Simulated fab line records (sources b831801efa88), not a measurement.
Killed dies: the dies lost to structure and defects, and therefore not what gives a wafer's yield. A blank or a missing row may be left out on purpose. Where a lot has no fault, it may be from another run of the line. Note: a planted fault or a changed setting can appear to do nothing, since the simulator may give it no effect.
Matching of chambers | flow sky130 | cmp-02 running SKY_VIA2_CMP_02: 4 sister chambers
The step polishes SiO2. 8 wafers are shown with their chamber, then 10 later ones without.

## WAFERS PAIRED WITH THEIR CHAMBERS
wafer  | chamber | motor_current_A (A) | platen_rpm (rpm)
L114.3 | 3       | 14.7                | 60.01
L123.2 | 1       | 11.0                | 60.03
L123.3 | 2       | 11.0                | 60.00
L124.4 | 0       | 11.4                | 59.98
L124.5 | 1       | 10.9                | 59.97
L124.6 | 0       | 11.8                | 60.02
L125.3 | 2       | 10.0                | 59.96
L125.4 | 3       | 13.5                | 59.99

## WAFERS MISSING THEIR CHAMBER
wafer  | motor_current_A (A) | platen_rpm (rpm)
L125.6 | 10.2                | 59.97
L126.3 | 12.5                | 59.96
L126.5 | 10.8                | 60.05
L126.6 | 11.2                | 60.02
L127.3 | 11.2                | 59.98
L127.5 | 10.2                | 60.04
L127.6 | 11.2                | 60.06
L134.4 | 14.4                | 59.97
L134.5 | 12.2                | 59.94
L134.6 | 11.7                | 60.04

## WHICH CHAMBER EACH WENT THROUGH
wafer  | from the rows above               | in truth
L125.6 | can't be placed: 2 or 1           | 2
L126.3 | can't be placed: 0 or 1 or 3 or 2 | 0
L126.5 | can't be placed: 1 or 0 or 2      | 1
L126.6 | can't be placed: 1 or 0 or 2      | 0
L127.3 | can't be placed: 1 or 0 or 2      | 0
L127.5 | can't be placed: 1 or 2 or 0      | 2
L127.6 | can't be placed: 1 or 0 or 2      | 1
L134.4 | 3                                 | 3
L134.5 | can't be placed: 0 or 1 or 2 or 3 | 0
L134.6 | can't be placed: 0 or 1 or 2      | 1
1 of 10 placed correctly. Unplaceable from these rows: 9, with the true chamber sitting among the candidates in 9. Wrongly placed: 0.
How it was worked out, from the rows above alone: a wafer's distance from a chamber is the root of the sum, over the readings, of the square of ((its reading less the chamber's mean) divided by the reading's scatter). If the next closest chamber is less than 2 further off than the closest, the wafer can't be placed; otherwise it belongs to the closest. For every chamber, the mean is computed from those of its wafers that are shown. How the scatter is found: for the shown wafers, subtract from each reading the mean of its chamber, square and add these, divide the total by (wafers less chambers), then take the root.
